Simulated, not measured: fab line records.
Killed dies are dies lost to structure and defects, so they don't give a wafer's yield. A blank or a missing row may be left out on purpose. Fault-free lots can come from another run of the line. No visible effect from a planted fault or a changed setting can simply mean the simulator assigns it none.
What tool caused it? || flow gf180mcu || 12 lots with 36 wafers sampled at 5 steps, on a route of 602 steps

WHAT THE GAUGES SHOWED, per wafer
GF_VT_IMPLANT_RS_MEAS_46: measures by four-point-probe.
{"lot": "L983", "measured": "day 8 03:01", "on": "filmMetro-02", "MVSD_RS (ohm/sq)": "457.5 456.5 458.0"}
{"lot": "L984", "measured": "day 8 10:00", "on": "filmMetro-04", "MVSD_RS (ohm/sq)": "456.2 457.4 455.5"}
{"lot": "L986", "measured": "day 9 00:50", "on": "filmMetro-04", "MVSD_RS (ohm/sq)": "456.7 458.8 458.2"}
{"lot": "L987", "measured": "day 9 07:47", "on": "filmMetro-04", "MVSD_RS (ohm/sq)": "458.2 457.4 458.5"}
{"lot": "L989", "measured": "day 9 18:59", "on": "filmMetro-02", "MVSD_RS (ohm/sq)": "457.8 458.8 458.6"}
{"lot": "L990", "measured": "day 10 01:20", "on": "filmMetro-01", "MVSD_RS (ohm/sq)": "457.5 456.7 457.3"}
{"lot": "L991", "measured": "day 10 07:36", "on": "filmMetro-04", "MVSD_RS (ohm/sq)": "456.6 456.7 457.2"}
{"lot": "L992", "measured": "day 10 14:31", "on": "filmMetro-01", "MVSD_RS (ohm/sq)": "458.6 457.9 457.3"}
{"lot": "L993", "measured": "day 10 23:58", "on": "filmMetro-02", "MVSD_RS (ohm/sq)": "459.1 458.6 457.9"}
{"lot": "L994", "measured": "day 11 05:32", "on": "filmMetro-04", "MVSD_RS (ohm/sq)": "456.8 457.7 457.3"}
{"lot": "L996", "measured": "day 11 17:02", "on": "filmMetro-04", "MVSD_RS (ohm/sq)": "457.1 457.4 456.3"}
{"lot": "L103", "measured": "day 13 19:00", "on": "filmMetro-04", "MVSD_RS (ohm/sq)": "457.2 456.0 455.2"}

GF_DUAL_GATE_THK_MEAS_03.
{"lot": "L983", "measured": "day 8 05:35", "on": "filmMetro-02", "DUAL_GATE_OXIDATION_00_THK (nm)": "10.89 10.74 10.84"}
{"lot": "L984", "measured": "day 8 15:11", "on": "filmMetro-03", "DUAL_GATE_OXIDATION_00_THK (nm)": "10.52 10.50 10.40"}
{"lot": "L986", "measured": "day 9 03:20", "on": "filmMetro-03", "DUAL_GATE_OXIDATION_00_THK (nm)": "10.85 10.87 10.74"}
{"lot": "L987", "measured": "day 9 11:08", "on": "filmMetro-02", "DUAL_GATE_OXIDATION_00_THK (nm)": "11.06 10.78 11.03"}
{"lot": "L989", "measured": "day 9 21:05", "on": "filmMetro-01", "DUAL_GATE_OXIDATION_00_THK (nm)": "10.92 10.86 10.81"}
{"lot": "L990", "measured": "day 10 03:26", "on": "filmMetro-03", "DUAL_GATE_OXIDATION_00_THK (nm)": "10.63 10.63 10.33"}
{"lot": "L991", "measured": "day 10 09:41", "on": "filmMetro-03", "DUAL_GATE_OXIDATION_00_THK (nm)": "10.65 10.85 10.77"}
{"lot": "L992", "measured": "day 10 18:13", "on": "filmMetro-01", "DUAL_GATE_OXIDATION_00_THK (nm)": "10.71 10.88 10.94"}
{"lot": "L993", "measured": "day 11 02:46", "on": "filmMetro-02", "DUAL_GATE_OXIDATION_00_THK (nm)": "12.28 12.10 12.23"}
{"lot": "L994", "measured": "day 11 08:21", "on": "filmMetro-01", "DUAL_GATE_OXIDATION_00_THK (nm)": "12.42 12.25 12.30"}
{"lot": "L996", "measured": "day 11 19:07", "on": "filmMetro-03", "DUAL_GATE_OXIDATION_00_THK (nm)": "12.65 12.50 12.36"}
{"lot": "L103", "measured": "day 13 21:06", "on": "filmMetro-03", "DUAL_GATE_OXIDATION_00_THK (nm)": "11.07 11.00 10.86"}

EACH LOT AND THE TOOL THAT RAN IT (in order: tool; ch and the chambers of the sampled wafers; start)
{"lot": "L983", "GF_VT_IMPLANT_STRIP_09": "plasmaAsher-04 ch 0, day 6 04:33", "GF_VT_IMPLANT_STRIP_42": "plasmaAsher-01 ch 0,1, day 8 02:42", "GF_DUAL_GATE_OXIDATION_02": "furnace-02 ch 0, day 8 04:08"}
{"lot": "L984", "GF_VT_IMPLANT_STRIP_09": "plasmaAsher-01 ch 0,1, day 6 09:36", "GF_VT_IMPLANT_STRIP_42": "plasmaAsher-04 ch 0,1, day 8 09:40", "GF_DUAL_GATE_OXIDATION_02": "furnace-02 ch 0, day 8 13:43"}
{"lot": "L986", "GF_VT_IMPLANT_STRIP_09": "plasmaAsher-04 ch 0,1, day 6 23:07", "GF_VT_IMPLANT_STRIP_42": "plasmaAsher-03 ch 0,1, day 9 00:28", "GF_DUAL_GATE_OXIDATION_02": "furnace-02 ch 0, day 9 01:51"}
{"lot": "L987", "GF_VT_IMPLANT_STRIP_09": "plasmaAsher-03 ch 0,1, day 7 06:10", "GF_VT_IMPLANT_STRIP_42": "plasmaAsher-03 ch 0,1, day 9 07:27", "GF_DUAL_GATE_OXIDATION_02": "furnace-01 ch 0, day 9 09:41"}
{"lot": "L989", "GF_VT_IMPLANT_STRIP_09": "plasmaAsher-01 ch 0,1, day 7 16:11", "GF_VT_IMPLANT_STRIP_42": "plasmaAsher-04 ch 0,1, day 9 18:40", "GF_DUAL_GATE_OXIDATION_02": "furnace-02 ch 0, day 9 19:37"}
{"lot": "L990", "GF_VT_IMPLANT_STRIP_09": "plasmaAsher-04 ch 0,1, day 7 22:22", "GF_VT_IMPLANT_STRIP_42": "plasmaAsher-03 ch 0,1, day 10 01:01", "GF_DUAL_GATE_OXIDATION_02": "furnace-02 ch 0, day 10 01:59"}
{"lot": "L991", "GF_VT_IMPLANT_STRIP_09": "plasmaAsher-03 ch 0,1, day 8 03:59", "GF_VT_IMPLANT_STRIP_42": "plasmaAsher-03 ch 0,1, day 10 07:17", "GF_DUAL_GATE_OXIDATION_02": "furnace-02 ch 0, day 10 08:13"}
{"lot": "L992", "GF_VT_IMPLANT_STRIP_09": "plasmaAsher-04 ch 0,1, day 8 10:20", "GF_VT_IMPLANT_STRIP_42": "plasmaAsher-04 ch 0,1, day 10 14:12", "GF_DUAL_GATE_OXIDATION_02": "furnace-02 ch 0, day 10 16:45"}
{"lot": "L993", "GF_VT_IMPLANT_STRIP_09": "plasmaAsher-01 ch 0,1, day 8 19:03", "GF_VT_IMPLANT_STRIP_42": "plasmaAsher-01 ch 0,1, day 10 23:38", "GF_DUAL_GATE_OXIDATION_02": "furnace-02 ch 0, day 11 01:17"}
{"lot": "L994", "GF_VT_IMPLANT_STRIP_09": "plasmaAsher-03 ch 0,1, day 8 23:44", "GF_VT_IMPLANT_STRIP_42": "plasmaAsher-01 ch 0,1, day 11 05:12", "GF_DUAL_GATE_OXIDATION_02": "furnace-02 ch 0, day 11 06:53"}
{"lot": "L996", "GF_VT_IMPLANT_STRIP_09": "plasmaAsher-03 ch 0,1, day 9 09:20", "GF_VT_IMPLANT_STRIP_42": "plasmaAsher-04 ch 0,1, day 11 16:42", "GF_DUAL_GATE_OXIDATION_02": "furnace-02 ch 0, day 11 17:39"}
{"lot": "L103", "GF_VT_IMPLANT_STRIP_09": "plasmaAsher-04 ch 1, day 11 07:42", "GF_VT_IMPLANT_STRIP_42": "plasmaAsher-03 ch 0,1, day 13 18:37", "GF_DUAL_GATE_OXIDATION_02": "furnace-01 ch 0, day 13 19:38"}
- GF_VT_IMPLANT_STRIP_09: strips in O2/N2.
- GF_VT_IMPLANT_STRIP_42: strips in O2/N2.
- GF_DUAL_GATE_OXIDATION_02: stabilise 600 s, purge 300 s, target thk 10.887 nm.

WHAT THE TOOLS THEMSELVES READ (means of the sampled wafers that have a number; where no wafer has one, the mark that the record gives instead)
GF_VT_IMPLANT_STRIP_09.
{"lot": "L983", "tool": "plasmaAsher-04", "chamberPressureMTorr (mTorr)": 1500.5, "drypumpMotorCurrentA (A)": 4.6, "heaterPowerW (W)": 310, "oesProductAu (a.u.)": 0.716, "stripTimeToEndpointS (s)": 12.64}
{"lot": "L984", "tool": "plasmaAsher-01", "chamberPressureMTorr (mTorr)": 1500.3, "drypumpMotorCurrentA (A)": 5.2, "heaterPowerW (W)": 348, "oesProductAu (a.u.)": 0.717, "stripTimeToEndpointS (s)": 12.64}
{"lot": "L986", "tool": "plasmaAsher-04", "chamberPressureMTorr (mTorr)": 1500.3, "drypumpMotorCurrentA (A)": 5.0, "heaterPowerW (W)": 351, "oesProductAu (a.u.)": 0.717, "stripTimeToEndpointS (s)": 12.66}
{"lot": "L987", "tool": "plasmaAsher-03", "chamberPressureMTorr (mTorr)": 1499.2, "drypumpMotorCurrentA (A)": 5.6, "heaterPowerW (W)": 308, "oesProductAu (a.u.)": 0.715, "stripTimeToEndpointS (s)": 12.63}
{"lot": "L989", "tool": "plasmaAsher-01", "chamberPressureMTorr (mTorr)": 1500.2, "drypumpMotorCurrentA (A)": 5.6, "heaterPowerW (W)": 367, "oesProductAu (a.u.)": 0.711, "stripTimeToEndpointS (s)": 12.71}
{"lot": "L990", "tool": "plasmaAsher-04", "chamberPressureMTorr (mTorr)": 1499.3, "drypumpMotorCurrentA (A)": 5.3, "heaterPowerW (W)": 385, "oesProductAu (a.u.)": 0.717, "stripTimeToEndpointS (s)": 12.67}
{"lot": "L991", "tool": "plasmaAsher-03", "chamberPressureMTorr (mTorr)": 1500.4, "drypumpMotorCurrentA (A)": 5.3, "heaterPowerW (W)": 327, "oesProductAu (a.u.)": 0.719, "stripTimeToEndpointS (s)": 12.63}
{"lot": "L992", "tool": "plasmaAsher-04", "chamberPressureMTorr (mTorr)": 1499.3, "drypumpMotorCurrentA (A)": 5.3, "heaterPowerW (W)": 388, "oesProductAu (a.u.)": 0.714, "stripTimeToEndpointS (s)": 12.69}
{"lot": "L993", "tool": "plasmaAsher-01", "chamberPressureMTorr (mTorr)": 1501.6, "drypumpMotorCurrentA (A)": 5.2, "heaterPowerW (W)": 349, "oesProductAu (a.u.)": 0.715, "stripTimeToEndpointS (s)": 12.63}
{"lot": "L994", "tool": "plasmaAsher-03", "chamberPressureMTorr (mTorr)": 1500.8, "drypumpMotorCurrentA (A)": 5.5, "heaterPowerW (W)": 309, "oesProductAu (a.u.)": 0.714, "stripTimeToEndpointS (s)": 12.64}
{"lot": "L996", "tool": "plasmaAsher-03", "chamberPressureMTorr (mTorr)": 1500.5, "drypumpMotorCurrentA (A)": 5.6, "heaterPowerW (W)": 310, "oesProductAu (a.u.)": 0.717, "stripTimeToEndpointS (s)": 12.62}
{"lot": "L103", "tool": "plasmaAsher-04", "chamberPressureMTorr (mTorr)": 1499.3, "drypumpMotorCurrentA (A)": 5.7, "heaterPowerW (W)": 417, "oesProductAu (a.u.)": 0.716, "stripTimeToEndpointS (s)": 12.66}

GF_VT_IMPLANT_STRIP_42.
{"lot": "L983", "tool": "plasmaAsher-01", "chamberPressureMTorr (mTorr)": 1500.8, "drypumpMotorCurrentA (A)": 5.6, "heaterPowerW (W)": 361, "oesProductAu (a.u.)": 0.720, "stripTimeToEndpointS (s)": 12.67}
{"lot": "L984", "tool": "plasmaAsher-04", "chamberPressureMTorr (mTorr)": 1501.0, "drypumpMotorCurrentA (A)": 5.0, "heaterPowerW (W)": 349, "oesProductAu (a.u.)": 0.717, "stripTimeToEndpointS (s)": 12.66}
{"lot": "L986", "tool": "plasmaAsher-03", "chamberPressureMTorr (mTorr)": 1501.1, "drypumpMotorCurrentA (A)": 5.5, "heaterPowerW (W)": 308, "oesProductAu (a.u.)": 0.715, "stripTimeToEndpointS (s)": 12.65}
{"lot": "L987", "tool": "plasmaAsher-03", "chamberPressureMTorr (mTorr)": 1500.5, "drypumpMotorCurrentA (A)": 5.6, "heaterPowerW (W)": 311, "oesProductAu (a.u.)": 0.722, "stripTimeToEndpointS (s)": 12.65}
{"lot": "L989", "tool": "plasmaAsher-04", "chamberPressureMTorr (mTorr)": 1500.0, "drypumpMotorCurrentA (A)": 5.0, "heaterPowerW (W)": 351, "oesProductAu (a.u.)": 0.720, "stripTimeToEndpointS (s)": 12.66}
{"lot": "L990", "tool": "plasmaAsher-03", "chamberPressureMTorr (mTorr)": 1500.4, "drypumpMotorCurrentA (A)": 5.2, "heaterPowerW (W)": 328, "oesProductAu (a.u.)": 0.716, "stripTimeToEndpointS (s)": 12.65}
{"lot": "L991", "tool": "plasmaAsher-03", "chamberPressureMTorr (mTorr)": 1498.5, "drypumpMotorCurrentA (A)": 5.3, "heaterPowerW (W)": 329, "oesProductAu (a.u.)": 0.714, "stripTimeToEndpointS (s)": 12.68}
{"lot": "L992", "tool": "plasmaAsher-04", "chamberPressureMTorr (mTorr)": 1500.8, "drypumpMotorCurrentA (A)": 4.9, "heaterPowerW (W)": 349, "oesProductAu (a.u.)": 0.721, "stripTimeToEndpointS (s)": 12.60}
{"lot": "L993", "tool": "plasmaAsher-01", "chamberPressureMTorr (mTorr)": 1500.1, "drypumpMotorCurrentA (A)": 5.2, "heaterPowerW (W)": 350, "oesProductAu (a.u.)": 0.714, "stripTimeToEndpointS (s)": 12.68}
{"lot": "L994", "tool": "plasmaAsher-01", "chamberPressureMTorr (mTorr)": 1500.4, "drypumpMotorCurrentA (A)": 5.2, "heaterPowerW (W)": 352, "oesProductAu (a.u.)": 0.711, "stripTimeToEndpointS (s)": 12.64}
{"lot": "L996", "tool": "plasmaAsher-04", "chamberPressureMTorr (mTorr)": 1500.4, "drypumpMotorCurrentA (A)": 5.3, "heaterPowerW (W)": 383, "oesProductAu (a.u.)": 0.715, "stripTimeToEndpointS (s)": 12.67}
{"lot": "L103", "tool": "plasmaAsher-03", "chamberPressureMTorr (mTorr)": 1499.9, "drypumpMotorCurrentA (A)": 5.5, "heaterPowerW (W)": 308, "oesProductAu (a.u.)": 0.713, "stripTimeToEndpointS (s)": 12.60}

GF_DUAL_GATE_OXIDATION_02.
{"lot": "L983", "tool": "furnace-02", "oxTempC (C)": 899.5, "oxTempCMax": 901.6, "spikeTcTopC (C)": 913.0}
{"lot": "L984", "tool": "furnace-02", "oxTempC (C)": 900.2, "oxTempCMax": 903.0, "spikeTcTopC (C)": 911.6}
{"lot": "L986", "tool": "furnace-02", "oxTempC (C)": 900.0, "oxTempCMax": 902.9, "spikeTcTopC (C)": 912.5}
{"lot": "L987", "tool": "furnace-01", "oxTempC (C)": 900.2, "oxTempCMax": 905.6, "spikeTcTopC (C)": 906.9}
{"lot": "L989", "tool": "furnace-02", "oxTempC (C)": 900.0, "oxTempCMax": 902.7, "spikeTcTopC (C)": 912.6}
{"lot": "L990", "tool": "furnace-02", "oxTempC (C)": 899.8, "oxTempCMax": 902.4, "spikeTcTopC (C)": 912.6}
{"lot": "L991", "tool": "furnace-02", "oxTempC (C)": 899.8, "oxTempCMax": 902.5, "spikeTcTopC (C)": 911.2}
{"lot": "L992", "tool": "furnace-02", "oxTempC (C)": 900.1, "oxTempCMax": 902.8, "spikeTcTopC (C)": 911.9}
{"lot": "L993", "tool": "furnace-02", "oxTempC (C)": 900.2, "oxTempCMax": 903.0, "spikeTcTopC (C)": 910.5}
{"lot": "L994", "tool": "furnace-02", "oxTempC (C)": 900.1, "oxTempCMax": 902.7, "spikeTcTopC (C)": 911.4}
{"lot": "L996", "tool": "furnace-02", "oxTempC (C)": 899.7, "oxTempCMax": 902.2, "spikeTcTopC (C)": 912.7}
{"lot": "L103", "tool": "furnace-01", "oxTempC (C)": 900.2, "oxTempCMax": 905.1, "spikeTcTopC (C)": 906.9}

THE ANSWER, worked out from the rows above alone
Rule: the usual values come from the lots themselves. The widest of any qualifying gaps counts: lots, ordered by their means at a reading, are off when they make up no more than a third of the lots, leave a main group of 4 or more, and stand apart from it by 3 or more times the standard deviation of that group's means. The tables above print the reading to a certain number of digits; a main group whose means all agree to those digits is not used. A lot without any number at a reading at which 4 lots or more have one is off too. The other lots that the step has rows for count as sound. Order of review: gauges by route order, followed by the tools' own readings, for which a lot's mean as printed above is used. At the first step where some lot is off, the reading lying furthest off is the one used; lots without a number count as furthest.
Off: L993, L994, L996, at GF_DUAL_GATE_THK_MEAS_03 (DUAL_GATE_OXIDATION_00_THK). The main group has a mean of 10.78 nm with a standard deviation of 0.16.
If a tool, at a process step before that reading, ran all the lots that are off and no sound lot after the first of them, it fits. Those tools and the gauges at GF_DUAL_GATE_THK_MEAS_03 are tried in the same way. One fits: furnace-02 at GF_DUAL_GATE_OXIDATION_02. Its last sound lot is L992 (day 10 16:45), its first lot that is off L993 (day 11 01:17): a fault that began between those two fits.

WHAT THE SIMULATOR HAD PUT IN
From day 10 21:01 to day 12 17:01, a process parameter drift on furnace-02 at GF_DUAL_GATE_OXIDATION_02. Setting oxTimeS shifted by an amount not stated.
Lots struck among those shown: L993, L994, L996. The same result came from the rule above.
